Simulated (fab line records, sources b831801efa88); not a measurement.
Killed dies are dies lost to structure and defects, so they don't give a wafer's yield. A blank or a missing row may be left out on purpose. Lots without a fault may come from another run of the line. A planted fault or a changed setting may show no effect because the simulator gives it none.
One fault seen from 2 desks | flow gf180mcu | each desk has only its own numbers; what lay behind them comes last

THE METROLOGY DESK
What the gauges read, lot by lot, whatever tool the lot ran on: means of the sampled wafers that have a number. A lot is out of limits, marked OUT, if its mean lies more than 4 standard deviations from the usual mean; the brackets give that distance.
Columns: A = MIM_ALCU_RS at GF_MIM_RS_MEAS_10, usual 0.1601 ohm/sq
lot  | first seen here | A
L973 | day 24 17:40    | 0.1590
L975 | day 26 06:08    | 0.1580
L976 | day 26 08:06    | 0.1609
L978 | day 26 12:34    | 0.1610
L979 | day 27 07:35    | 0.1593
L980 | day 27 12:51    | 0.1610
L981 | day 28 03:17    | 0.1613
L982 | day 28 05:11    | 0.1595
L983 | day 28 05:50    | 0.1603
L984 | day 28 08:41    | 0.1598
L985 | day 29 00:40    | 0.1618
L993 | day 31 00:13    | 0.1615
L995 | day 31 16:56    | 0.1567
This desk's finding: nothing out of limits on any of the 13 lots.

THE TOOL OWNER'S DESK: litho_track-03
The tool's own readings at GF_M5_PEB_05 (peb time 90 s): means of the sampled wafers that have a number, for each lot that ran on this tool. A lot is out of limits, marked OUT, if its mean lies more than 4 standard deviations from the usual mean; the brackets give that distance.
Columns: A = heater_power_total_W at GF_M5_PEB_05, usual 85.71 W
lot  | first seen here | A
L973 | day 26 12:01    | 85.71
L975 | day 27 22:40    | 85.78
L978 | day 28 04:31    | 85.72
L981 | day 29 17:22    | 85.68
L982 | day 29 19:55    | 86.57 (+11) OUT
L983 | day 29 20:13    | 86.52 (+10) OUT
L984 | day 29 23:22    | 87.48 (+23) OUT
L995 | day 33 01:39    | 85.72
This desk's finding: out of limits on L982, L983, L984; first on L982, day 29 19:55 (heater_power_total_W at GF_M5_PEB_05). In limits: L973, L975, L978, L981, L995.

PUT TOGETHER
The tool owner's desk could have raised an alarm at day 29 19:55, on L982, L983, L984.
The metrology desk saw nothing out of limits.
The metrology desk has L982, L983, L984 on record, within its limits.
Of the lots named, all ran GF_M5_PEB_05 on litho_track-03.

WHAT THE SIMULATOR HAD PUT IN
Process parameter drift: litho_track-03, from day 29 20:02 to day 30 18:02, at GF_M5_PEB_05. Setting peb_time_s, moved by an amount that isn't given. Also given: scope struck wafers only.
Lots struck among those shown: L982, L983, L984.
